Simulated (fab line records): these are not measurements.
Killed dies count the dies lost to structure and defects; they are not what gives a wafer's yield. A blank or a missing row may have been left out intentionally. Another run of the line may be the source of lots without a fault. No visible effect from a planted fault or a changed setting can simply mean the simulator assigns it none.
Matching of chambers -- flow sky130 -- 4 sister chambers for SKY_POLY_GATE_ETCH_17 on rie_si-02
The step etches poly-Si in HBr/Cl2, stops on SiO2, target depth 180 nm, time 70.5 s. 8 wafers are shown with their chamber, then 7 later ones without.

WAFERS PAIRED WITH THEIR CHAMBERS
wafer,chamber,drypump_motor_current_A (A),oes_product_au (a.u.)
L539.3,1,6.0,0.977
L539.5,3,5.5,0.992
L545.2,1,6.0,0.989
L545.3,0,5.5,0.982
L548.1,3,5.5,0.977
L548.6,2,6.0,0.972
L551.2,2,6.0,0.982
L551.3,0,5.4,0.974

WAFERS WITHOUT THEIR CHAMBER
wafer,drypump_motor_current_A (A),oes_product_au (a.u.)
L551.5,6.0,0.978
L557.2,6.0,0.973
L557.3,5.5,0.976
L557.4,6.0,0.980
L559.1,5.4,0.982
L559.3,5.5,0.964
L559.4,6.0,0.982

EACH ONE'S CHAMBER
wafer,from the rows above,in truth
L551.5,can't be placed: 2 or 1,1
L557.2,can't be placed: 2 or 1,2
L557.3,can't be placed: 3 or 0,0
L557.4,can't be placed: 1 or 2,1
L559.1,can't be placed: 0 or 3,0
L559.3,can't be placed: 0 or 3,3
L559.4,can't be placed: 1 or 2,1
Correctly placed: 0 of 7. These rows do not allow placing 7 (true chamber among the candidates in 7). Wrongly placed: 0.
How it was worked out, from the rows above alone: a wafer's distance from a chamber is the root of the sum, over the readings, of the square of ((its reading less the chamber's mean) divided by the reading's scatter). If the next closest chamber is less than 2 further off than the closest, the wafer can't be placed; otherwise it belongs to the closest. A chamber's mean is the mean of its shown wafers. How the scatter is found: for the shown wafers, subtract from each reading the mean of its chamber, square and add these, divide the total by (wafers less chambers), then take the root.
